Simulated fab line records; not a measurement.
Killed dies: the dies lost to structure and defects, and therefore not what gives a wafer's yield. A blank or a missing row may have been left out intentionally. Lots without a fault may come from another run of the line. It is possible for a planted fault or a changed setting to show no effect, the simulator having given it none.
fab line records -- flow sky130
record: lots: 5, wafers: 15, last_day: 50
route steps=708 shown PAD_OPEN@698
lots untouched by any fault: they come from a run of this same line in which no faults occurred
start_h: hours from the record's opening day to when the first of the lot's shown wafers began -- wait_h: how many hours have passed since the lot's step before this one -- " unchanged from the row above -- L1.1+2: one row covering several wafers at once -- - value missing, or start not given -- * or withheld: withheld -- < > ~ a bound
route shown NAME@n: names a module that has steps shown in the file, with the first one's number in the route -- usual: mean and standard deviation over wafers with no fault -- same: alike in all rows -- chamber/n: place in a boat -- sites: the reading at each site -- _std_site: their standard deviation -- _edge_site: inner sites' mean taken away from outer sites' mean -- radius_mm: for every site, how far away it sits from the centre of the wafer -- mask NAME#n: copy n -- behind: the last tool/chamber to shape the wafer -- hold: why the lot went on hold/how many hours it stayed there/how the hold came to an end -- device: which transistor (n, p or np) failed to switch -- end of line: the route-end tests of the same wafers -- a step with no rows: only its recipe -- killed: the dies lost at the first sort to structure and to defects; this is not the yield of the wafer -- map: a wafer's dies, marking killed ones x, the rest . and places with no die _
set.NAME: setting as actually run; set.NAME@STEP: the setting as run at that earlier step -- model.NAME: the simulator's own value behind a step, which no gauge read
lots at some steps of the route; a table a step, a row a wafer
services: the hour from which a tool's chamber was out of use, counted from the record's first day as start_h (under 0 if before that day), plus the number of hours and why
== steps ==
step: SKY_PAD_OPEN_EXPOSE_04
recipe: mask_id: PDM, target_cd_nm: 60000, na: 0.57, dose_mj: 260
lot.wafer,tool,chamber,start_h,wait_h,mask
L075.1+3+4,iline_stepper-02,0,-,-,PDM#0
L076.1+4+5,iline_stepper-02,0,-,-,PDM#0
L082.3+4+6,iline_stepper-02,0,-,-,PDM#0
L093.2+4+5,iline_stepper-02,0,-,-,PDM#0
L095.1+2+6,iline_stepper-02,0,-,-,PDM#0
step: SKY_PAD_OPEN_PEB_05
recipe: temp_c: 115, time_s: withheld
usual: resist_line_temp_C: 22.97/0.094
lot.wafer,tool,chamber,start_h,wait_h,resist_line_temp_C
L075.1,litho_track-01,0,-,-,22.99
L075.3,litho_track-01,0,-,-,23.02
L075.4,litho_track-01,0,-,-,22.88
L076.1,litho_track-01,0,-,-,22.98
L076.4,litho_track-01,0,-,-,22.86
L076.5,litho_track-01,0,-,-,23.01
L082.3,litho_track-01,0,-,-,22.98
L082.4,litho_track-01,0,-,-,23.03
L082.6,litho_track-01,0,-,-,23.07
L093.2,litho_track-01,0,-,-,23.08
L093.4,litho_track-01,0,-,-,22.90
L093.5,litho_track-01,0,-,-,22.98
L095.1,litho_track-02,0,-,-,23.09
L095.2,litho_track-02,0,-,-,23.02
L095.6,litho_track-02,0,-,-,22.99
step: SKY_PAD_OPEN_DEVELOP_06
recipe: develop_time_s: 60, dev_temp_c: 23
usual: resist_line_temp_C: 23.00/0.11
lot.wafer,tool,chamber,start_h,wait_h,resist_line_temp_C
L075.1,litho_track-01,0,-,-,23.05
L075.3,litho_track-01,0,-,-,22.84
L075.4,litho_track-01,0,-,-,22.98
L076.1,litho_track-01,0,-,-,22.85
L076.4,litho_track-01,0,-,-,22.95
L076.5,litho_track-01,0,-,-,22.92
L082.3,litho_track-01,0,-,-,22.97
L082.4,litho_track-01,0,-,-,23.15
L082.6,litho_track-01,0,-,-,23.01
L093.2,litho_track-01,0,-,-,23.04
L093.4,litho_track-01,0,-,-,22.95
L093.5,litho_track-01,0,-,-,23.02
L095.1,litho_track-02,0,-,-,22.88
L095.2,litho_track-02,0,-,-,22.99
L095.6,litho_track-02,0,-,-,23.03
step: SKY_PAD_OPEN_ETCH_07
recipe: chemistry: CF4/O2, target_depth_nm: 725, stop_on: AlCu, source_w: 800, bias_w: 150, pressure_mtorr: 150, cf4_flow_sccm: 80, O2_flow_sccm: 10, time_s: 161.1
usual: drypump_motor_current_A: 5.3/0.33, oes_product_au: 0.978/0.0086, throttle_valve_pct: 5.964/0.0088
lot.wafer,tool,chamber,start_h,wait_h,drypump_motor_current_A,oes_product_au,rf_hours_counter_h,throttle_valve_pct
L075.1,rie_diel-04,1,1091.31,-,5.2,0.961,26,5.959
L075.3,rie_diel-04,2,1091.31,-,5.8,0.973,24,5.966
L075.4,rie_diel-04,0,1091.31,-,5.7,0.976,12,5.956
L076.1,rie_diel-03,0,1106.01,-,5.5,0.972,8,5.970
L076.4,rie_diel-03,1,1106.01,-,4.6,0.979,23,5.968
L076.5,rie_diel-03,1,1106.01,-,4.6,0.984,-,5.962
L082.3,rie_diel-02,1,1131.11,-,5.2,0.994,25,5.968
L082.4,rie_diel-02,3,1131.11,-,5.3,1.000,26,5.961
L082.6,rie_diel-02,1,1131.11,-,5.2,0.985,-,5.948
L093.2,rie_diel-04,2,1187.16,-,5.8,0.968,28,5.947
L093.4,rie_diel-04,0,1187.16,-,5.7,0.982,15,5.962
L093.5,rie_diel-04,0,1187.16,-,5.6,0.977,-,5.958
L095.1,rie_diel-02,3,1200.39,-,5.4,0.989,28,5.970
L095.2,rie_diel-02,2,1200.39,-,5.0,0.970,0,5.947
L095.6,rie_diel-02,2,1200.39,-,5.0,0.984,-,5.972
step: SKY_PAD_OPEN_STRIP_08
recipe: chemistry: O2/N2, power_w: 1400, pressure_mtorr: 1500, platen_temp_c: withheld, overash_fraction: 0.7, o2_flow_sccm: 3000, n2_flow_sccm: 300
usual: drypump_motor_current_A: 5.4/0.45, o2_flow_sccm: 2998/8.8, oes_product_au: 0.663/0.0048, strip_time_to_endpoint_s: 37.03/0.11
same: overash_fraction: 0.7
lot.wafer,tool,chamber,start_h,wait_h,drypump_motor_current_A,o2_flow_sccm,oes_product_au,rf_hours_counter_h,strip_time_to_endpoint_s
L075.1,plasma_asher-03,1,1091.42,0.1,5.0,2982,0.665,33,37.04
L075.3,plasma_asher-03,0,1091.42,0.1,6.0,3009,0.667,-,37.04
L075.4,plasma_asher-03,1,1091.42,0.1,5.0,2996,0.672,-,37.00
L076.1,plasma_asher-03,1,1106.12,0.1,5.0,3001,0.667,35,36.78
L076.4,plasma_asher-03,1,1106.12,0.1,5.0,2986,0.653,-,37.02
L076.5,plasma_asher-03,1,1106.12,0.1,4.9,2996,0.665,-,36.96
L082.3,plasma_asher-01,1,1131.25,0.1,5.8,2988,0.671,-,36.93
L082.4,plasma_asher-01,0,1131.25,0.1,4.9,3000,0.664,-,37.04
L082.6,plasma_asher-01,0,1131.25,0.1,4.9,3002,0.654,-,36.96
L093.2,plasma_asher-03,0,1187.27,0.1,6.0,2989,0.664,42,37.14
L093.4,plasma_asher-03,1,1187.27,0.1,5.0,2993,0.660,-,36.93
L093.5,plasma_asher-03,0,1187.27,0.1,6.0,2990,0.662,-,36.99
L095.1,plasma_asher-03,1,1200.50,0.1,4.9,3005,0.666,44,36.93
L095.2,plasma_asher-03,0,1200.50,0.1,6.0,2991,0.667,44,37.00
L095.6,plasma_asher-03,1,1200.50,0.1,4.9,3005,0.666,-,37.00
step: SKY_PAD_OPEN_STRIP_09
recipe: chemistry: post_etch_residue_remover, time_s: 1200, temp_c: 72.5
usual: temp_c: 72.52/0.11
lot.wafer,tool,chamber,start_h,wait_h,temp_c
L075.1,wet_bench-04,1,1091.52,0.1,72.49
L075.3,wet_bench-04,1,1091.52,0.1,72.59
L075.4,wet_bench-04,1,1091.52,0.1,72.66
L076.1,wet_bench-02,3,1106.22,0.1,72.57
L076.4,wet_bench-02,3,1106.22,0.1,72.51
L076.5,wet_bench-02,3,1106.22,0.1,72.54
L082.3,wet_bench-03,0,1131.32,0.0,72.44
L082.4,wet_bench-03,0,1131.32,0.0,72.57
L082.6,wet_bench-03,0,1131.32,0.0,72.60
L093.2,wet_bench-04,2,1187.37,0.1,72.60
L093.4,wet_bench-04,2,1187.37,0.1,72.57
L093.5,wet_bench-04,2,1187.37,0.1,72.60
L095.1,wet_bench-03,3,1200.60,0.1,72.35
L095.2,wet_bench-03,3,1200.60,0.1,72.42
L095.6,wet_bench-03,3,1200.60,0.1,72.53
step: SKY_PAD_OPEN_CLEAN_10
recipe: chemistry: IPA, time_s: 180, temp_c: 25
usual: temp_c: 25.01/0.13
lot.wafer,tool,chamber,start_h,wait_h,temp_c
L075.1,wet_bench-02,3,1092.20,0.0,25.14
L075.3,wet_bench-02,3,1092.20,0.0,25.14
L075.4,wet_bench-02,3,1092.20,0.0,24.98
L076.1,wet_bench-03,3,1106.56,0.0,24.95
L076.4,wet_bench-03,3,1106.56,0.0,24.91
L076.5,wet_bench-03,3,1106.56,0.0,25.09
L082.3,wet_bench-04,0,1131.66,0.0,25.25
L082.4,wet_bench-04,0,1131.66,0.0,25.15
L082.6,wet_bench-04,0,1131.66,0.0,25.10
L093.2,wet_bench-02,0,1187.71,0.0,24.99
L093.4,wet_bench-02,0,1187.71,0.0,24.76
L093.5,wet_bench-02,0,1187.71,0.0,24.86
L095.1,wet_bench-04,1,1200.94,0.0,25.26
L095.2,wet_bench-04,1,1200.94,0.0,25.06
L095.6,wet_bench-04,1,1200.94,0.0,25.19
step: SKY_PAD_OPEN_CLEAN_11
recipe: chemistry: O3/DIW, dry: n2_spin
lot.wafer,tool,chamber,start_h,wait_h
L075.1+3+4,wet_bench-04,3,1092.26,0.0
L076.1+4+5,wet_bench-03,0,1106.62,0.0
L082.3+4+6,wet_bench-02,0,1131.72,0.0
L093.2+4+5,wet_bench-04,1,1187.77,0.0
L095.1+2+6,wet_bench-02,0,1201.00,0.0
step: SKY_PAD_OPEN_ANNEAL_12
recipe: temp_c: 400, time_s: withheld, ambient: N2/H2, idle_temp_c: 300, ramp_up_c_per_min: 8, ramp_down_c_per_min: 4
usual: spike_tc_upper_C: 399.8/1
lot.wafer,tool,chamber,start_h,wait_h,spike_tc_upper_C
L075.1,furnace-01,0,1092.44,0.0,399.8
L075.3,furnace-01,0,1092.44,0.0,397.1
L075.4,furnace-01,0,1092.44,0.0,399.9
L076.1,furnace-01,0,1106.72,0.0,398.8
L076.4,furnace-01,0,1106.72,0.0,401.4
L076.5,furnace-01,0,1106.72,0.0,399.5
L082.3,furnace-02,0,1131.81,0.0,399.1
L082.4,furnace-02,0,1131.81,0.0,398.9
L082.6,furnace-02,0,1131.81,0.0,399.7
L093.2,furnace-01,0,1187.86,0.0,399.2
L093.4,furnace-01,0,1187.86,0.0,401.7
L093.5,furnace-01,0,1187.86,0.0,400.4
L095.1,furnace-01,0,1201.09,0.0,399.8
L095.2,furnace-01,0,1201.09,0.0,399.6
L095.6,furnace-01,0,1201.09,0.0,399.6
step: SKY_PAD_OPEN_BOW_MEAS_13
recipe: mode: bow
usual: PAD_OPEN_BOW: 46/9.7
lot.wafer,tool,chamber,start_h,wait_h,PAD_OPEN_BOW[um]
L075.1,film_metro-04,-,1093.94,-,37
L075.3,film_metro-04,-,1093.94,-,38
L075.4,film_metro-04,-,1093.94,-,41
L076.1,film_metro-04,-,1108.22,-,56
L076.4,film_metro-04,-,1108.22,-,61
L076.5,film_metro-04,-,1108.22,-,52
L082.3,film_metro-04,-,1133.35,-,42
L082.4,film_metro-04,-,1133.35,-,63
L082.6,film_metro-04,-,1133.35,-,54
L093.2,film_metro-03,-,1189.42,-,49
L093.4,film_metro-03,-,1189.42,-,45
L093.5,film_metro-03,-,1189.42,-,58
L095.1,film_metro-03,-,1202.59,-,49
L095.2,film_metro-03,-,1202.59,-,49
L095.6,film_metro-03,-,1202.59,-,44
step: SKY_PAD_OPEN_PROBE_99
usual: defect_limited_yield: 82.4/1.9, killed_at_M0_to_M3: 45/7.5, killed_at_M4_up: 2.8/1.9, killed_at_contacts: 25/5.5, killed_at_front_end: 14/4, killed_at_other: 0.3/0.75, killed_dies: 87/9.4, killed_open: 47/6.6, killed_short: 39/6.6, sort_bin_3_pad_short: 0.9/0.39, sort_bin_5_function: 10.4/1.5, sort_bin_6_memory: 6.3/1.2, sort_n_pass: 405/9.4, sort_yield_pct: 82.4/1.9
same: gross_dies: 492, killed_at_back_side: 0, sort_bin_4_leakage[%]: 0, sort_bin_8_speed[%]: 0
lot.wafer,tool,chamber,start_h,wait_h,defect_limited_yield[%],killed_at_M0_to_M3,killed_at_M4_up,killed_at_contacts,killed_at_front_end,killed_at_other,killed_dies,killed_open,killed_short,sort_bin_3_pad_short[%],sort_bin_5_function[%],sort_bin_6_memory[%],sort_n_pass,sort_yield_pct[%]
L075.1,prober-01,-,1094.06,0.1,84.3,37,2,20,17,1,77,40,37,0.4,9.3,5.9,415,84.3
L075.3,prober-01,-,1094.16,0.2,80.7,55,1,23,15,1,95,54,41,0.6,12.2,6.5,397,80.7
L075.4,prober-01,-,1094.21,0.2,83.1,49,4,18,12,0,83,55,28,0.4,6.7,9.8,409,83.1
L095.1,prober-01,-,1202.71,0.1,81.7,42,2,35,11,0,90,47,43,0.8,10.2,7.3,402,81.7
L095.2,prober-01,-,1202.76,0.1,83.7,41,0,25,14,0,80,42,38,0.8,10.2,5.3,412,83.7
L095.6,prober-01,-,1202.96,0.2,83.7,38,3,28,9,2,80,40,40,0.8,9.6,5.9,412,83.7
killed by level:class
L075.1 VIA2:geometric_particle:open=7 CONTACT:geometric_particle:short=7 LI_CONTACT:geometric_particle:open=6 CONTACT:geometric_particle:open=5 VIA1:geometric_particle:open=4 VIA2:geometric_particle:short=4 VIA3:geometric_particle:open=4 FIELD_ISO:geometric_particle:open=3
L075.3 VIA1:geometric_particle:open=13 LI_CONTACT:geometric_particle:open=8 VIA3:geometric_particle:open=7 POLY_GATE:geometric_particle:open=5 CONTACT:geometric_particle:open=5 CONTACT:geometric_particle:short=5 METAL1:geometric_particle:short=5 VIA1:geometric_particle:short=5
L075.4 VIA1:geometric_particle:open=16 CONTACT:geometric_particle:open=8 METAL2:geometric_particle:short=7 VIA3:geometric_particle:open=7 VIA2:geometric_particle:open=6 LI_CONTACT:geometric_particle:open=5 METAL1:geometric_particle:short=5 POLY_GATE:geometric_particle:open=4
L095.1 CONTACT:geometric_particle:open=12 METAL2:geometric_particle:short=8 VIA1:geometric_particle:open=8 LI_CONTACT:geometric_particle:open=7 POLY_GATE:geometric_particle:open=6 LI_CONTACT:geometric_particle:short=6 LOCAL_INTERCONNECT:geometric_particle:short=6 VIA2:geometric_particle:open=6
L095.2 CONTACT:geometric_particle:open=12 VIA3:geometric_particle:open=6 METAL1:geometric_particle:short=6 METAL2:geometric_particle:short=6 POLY_GATE:geometric_particle:open=5 POLY_GATE:geometric_particle:short=5 LI_CONTACT:geometric_particle:short=5 VIA1:geometric_particle:open=5
L095.6 METAL2:geometric_particle:short=10 CONTACT:geometric_particle:open=8 CONTACT:geometric_particle:short=7 LI_CONTACT:geometric_particle:short=6 LI_CONTACT:geometric_particle:open=6 VIA2:geometric_particle:open=6 VIA3:geometric_particle:open=4 VIA1:geometric_particle:open=4
== services ==
tool,chamber,start_h,hours,kind
rie_diel-04,3,1060.60,6.8,repair
rie_diel-04,3,1067.40,-,clean
rie_diel-04,3,1067.40,23.8,scheduled_down
rie_diel-04,3,1067.40,23.8,vent_cycle
rie_diel-03,2,1071.25,16.5,repair
furnace-01,-,1080.22,3.6,pm
iline_stepper-02,-,1092.02,1.7,pm
furnace-02,-,1094.85,4.0,pm
rie_diel-02,2,1099.28,7.0,repair
plasma_asher-01,-,1103.47,2.3,repair
wet_bench-04,-,1103.72,7.7,repair
furnace-02,-,1106.52,3.0,pm
rie_diel-04,1,1107.01,4.8,repair
furnace-01,-,1111.68,4.2,pm
plasma_asher-03,-,1118.20,4.5,repair
rie_diel-04,0,1126.12,13.0,repair
rie_diel-02,-,1126.75,2.5,repair
wet_bench-04,-,1130.48,1.1,repair
plasma_asher-01,-,1147.46,1.5,repair
wet_bench-02,-,1165.17,4.4,pm
furnace-02,-,1165.29,2.7,pm
rie_diel-02,2,1178.06,-,clean
rie_diel-02,2,1178.06,-,consumable_replace:focus_ring
rie_diel-02,-,1188.40,10.0,pm
== key ==
fault none
